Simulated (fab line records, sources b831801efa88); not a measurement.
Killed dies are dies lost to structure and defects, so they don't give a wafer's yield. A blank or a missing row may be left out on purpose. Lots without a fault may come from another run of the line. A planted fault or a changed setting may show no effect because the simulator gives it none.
Split-lot experiment | flow sfq_line | 5 lots, 23 wafers read, on a route of 325 steps

THE SPLIT
At SFQ_TRILAYER_I7_CMP_CMP_184 (polishes SiO2), the setting leave_above_ref_nm was moved away from the recipe's 200 nm on 7 of the 23 wafers read, by -6.6% to -2.9%. The other wafers ran this setting at the recipe's value.

The file shows no step between the split and the reading.

THE READING
thk_nm, in nm, at SFQ_TRILAYER_I7_METRO_MEASURE_185. Fault-free wafers of this fab line usually give 199.9 nm, standard deviation 1.1 nm.

wafer  | tool, chamber at the split | leave_above_ref_nm as run, nm | against the recipe | thk_nm, nm | against lot-mates on the recipe
L075.1 | cmp-01, 0                  | 192.9                         | -3.5%              | 194.4      | -5.7
L075.2 | cmp-01, 2                  | 192.9                         | -3.5%              | 193.8      | -6.3
L075.3 | cmp-01, 1                  | 192.9                         | -3.5%              | 193.1      | -7.0
L075.4 | cmp-01, 3                  | 200                           | recipe             | 201.1      | -
L075.6 | cmp-01, 1                  | 200                           | recipe             | 199.2      | -
L078.2 | cmp-02, 3                  | 200                           | recipe             | 201.5      | -
L078.3 | cmp-02, 2,0                | 200                           | recipe             | 200.5      | -
L078.4 | cmp-02, 2,0                | 200                           | recipe             | 200.4      | -
L078.5 | cmp-02, 2                  | 200                           | recipe             | 198.9      | -
L078.6 | cmp-02, 1                  | 200                           | recipe             | 200.7      | -
L080.1 | cmp-01, 0                  | 200                           | recipe             | 201.0      | -
L080.3 | cmp-01, 2                  | 200                           | recipe             | 201.6      | -
L080.4 | cmp-01, 3                  | 200                           | recipe             | 200.0      | -
L083.1 | cmp-02, 3                  | 200                           | recipe             | 199.3      | -
L083.2 | cmp-02, 1                  | 200                           | recipe             | 201.9      | -
L083.3 | cmp-02, 2                  | 200                           | recipe             | 199.1      | -
L083.4 | cmp-02, 0                  | 186.8                         | -6.6%              | 185.9      | -14.2
L083.5 | cmp-02, 3                  | 186.8                         | -6.6%              | 186.9      | -13.2
L084.1 | cmp-01, 0                  | 194.2                         | -2.9%              | 194.6      | -5.0
L084.2 | cmp-01, 2                  | 200                           | recipe             | 198.2      | -
L084.3 | cmp-01, 1                  | 200                           | recipe             | 200.8      | -
L084.5 | cmp-01, 3                  | 200                           | recipe             | 199.9      | -
L084.6 | cmp-01, 0                  | 194.2                         | -2.9%              | 195.8      | -3.8
Where a row lists several chambers, the file gives one row for several wafers and doesn't say which wafer went through which chamber.

THE FIT
A straight line over all 23 wafers: thk_nm changes by +2 nm for each +1% of leave_above_ref_nm; r = +0.97; the points scatter about the line by 1 nm.
The same after taking each lot's own level away (the mean of its wafers on the recipe; 23 wafers): +1.96 nm for each +1%; r = +0.97; scatter 1 nm.
On that fit, the largest move of leave_above_ref_nm shifts the reading by 13 nm.
The lots' own levels span 199.63 to 200.87 nm, that is 1.1 times the standard deviation above.
So the lot-to-lot level changes the slope little: the two slopes agree.
Check: with one of the wafers moved furthest among these (-6.6%) left out of the fit, the line predicts -12.2 nm for it against its lot-mates. It came out at -14.2 nm against them.

OTHER SPLITS ON THESE WAFERS
These wafers also went through other splits before the reading. Each is held against what the fit with the lots' levels taken away leaves over:
other split on the same wafers               | wafers away from the commonest value | r with thk_nm (lot level and that fit taken away)
SFQ_TRILAYER_M6_ETCH_METAL_ETCH_162 icp_w    | 9                                    | +0.03
SFQ_TRILAYER_I6_VIA_LITHO_COAT_169 spin_rpm  | 10                                   | +0.19
SFQ_TRILAYER_M7_LITHO_COAT_177 resist_thk_nm | 7                                    | +0.22
SFQ_TRILAYER_M7_ETCH_METAL_ETCH_180 bias_w   | 2                                    | +0.32

THE WHOLE CHAIN: every reading that the file lists as answering this split, in the file's order
step                                  | what it does                                          | reading                                                                                   | change (the file's fit)              | r (the file's)
SFQ_TRILAYER_I7_CMP_CMP_184           | polishes SiO2                                         | SiO2_of_TRILAYER_I7_DEP_PECVD_183.thk_nm (the simulator's own value, which no gauge read) | +1.94 nm for each +1% of the setting | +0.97
SFQ_TRILAYER_I7_METRO_MEASURE_185     |                                                       | thk_nm                                                                                    | +1.95 nm for each +1% of the setting | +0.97
SFQ_TRILAYER_I7_VIA_ETCH_VIA_ETCH_190 | etches SiO2 in CHF3, stops on Nb, target depth 260 nm | I7.feature_depth_nm (the simulator's own value, which no gauge read)                      | +1.94 nm for each +1% of the setting | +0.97

THE FILE'S OWN FIT
thk_nm changes by +1.95 nm for each +1% of leave_above_ref_nm, r = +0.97.
